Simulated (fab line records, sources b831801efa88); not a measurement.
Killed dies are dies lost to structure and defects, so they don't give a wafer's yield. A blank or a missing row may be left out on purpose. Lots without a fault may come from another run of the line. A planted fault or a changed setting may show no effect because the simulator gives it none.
Which tool did it? | flow gf180mcu | 12 lots, 34 wafers sampled, at 1 step of a route of 602

WHAT THE GAUGES READ, wafer by wafer
GF_V1_THK_MEAS_25: measures by xrf.
lot  | measured     | on            | V1_W_THK (nm)
L848 | day 18 04:04 | film_metro-02 | 345 339 342
L849 | day 18 14:27 | film_metro-02 | 355 347 340
L851 | day 19 04:59 | film_metro-03 | 333 339 328
L860 | day 22 20:54 | film_metro-03 | 343 336
L861 | day 22 23:41 | film_metro-03 | 337 343
L862 | day 23 09:13 | film_metro-03 | 337 336 342
L863 | day 23 18:53 | film_metro-01 | 339 340 336
L864 | day 23 21:28 | film_metro-01 | 337 344 345
L865 | day 24 11:11 | film_metro-01 | 336 345 345
L866 | day 24 16:15 | film_metro-01 | 345 337 338
L869 | day 25 11:40 | film_metro-03 | 350 343 338
L871 | day 26 05:05 | film_metro-01 | 343 341 338

WHICH TOOL RAN EACH LOT (tool, then ch and the chambers of the sampled wafers, then the start)
The record holds no process step before these readings.

WHAT THE TOOLS THEMSELVES READ (means of the sampled wafers that have a number; where no wafer has one, the mark that the record gives instead)
The record holds no such reading with a usual standard deviation.

THE ANSWER, worked out from the rows above alone
Rule: what is usual is taken from the lots themselves. Put in order of their means at a reading, lots are off if they are a third of the lots or fewer, leave a main group of 4 or more, and stand apart from it by a gap of 3 or more times the standard deviation of the main group's means; of several such gaps the widest counts. A main group whose means are all the same, to the digits that the tables above print for the reading, isn't used. A lot without any number at a reading at which 4 lots or more have one is off too. The other lots that the step has rows for count as sound. The gauges are gone through in route order, then the tools' own readings, and for those a lot's mean is taken as printed above. The first step at which some lot is off is used, and at that step the reading that is off furthest; a lot without a number counts as furthest.
No lot is off at any reading shown: from this, nothing can be told.

WHAT THE SIMULATOR HAD PUT IN
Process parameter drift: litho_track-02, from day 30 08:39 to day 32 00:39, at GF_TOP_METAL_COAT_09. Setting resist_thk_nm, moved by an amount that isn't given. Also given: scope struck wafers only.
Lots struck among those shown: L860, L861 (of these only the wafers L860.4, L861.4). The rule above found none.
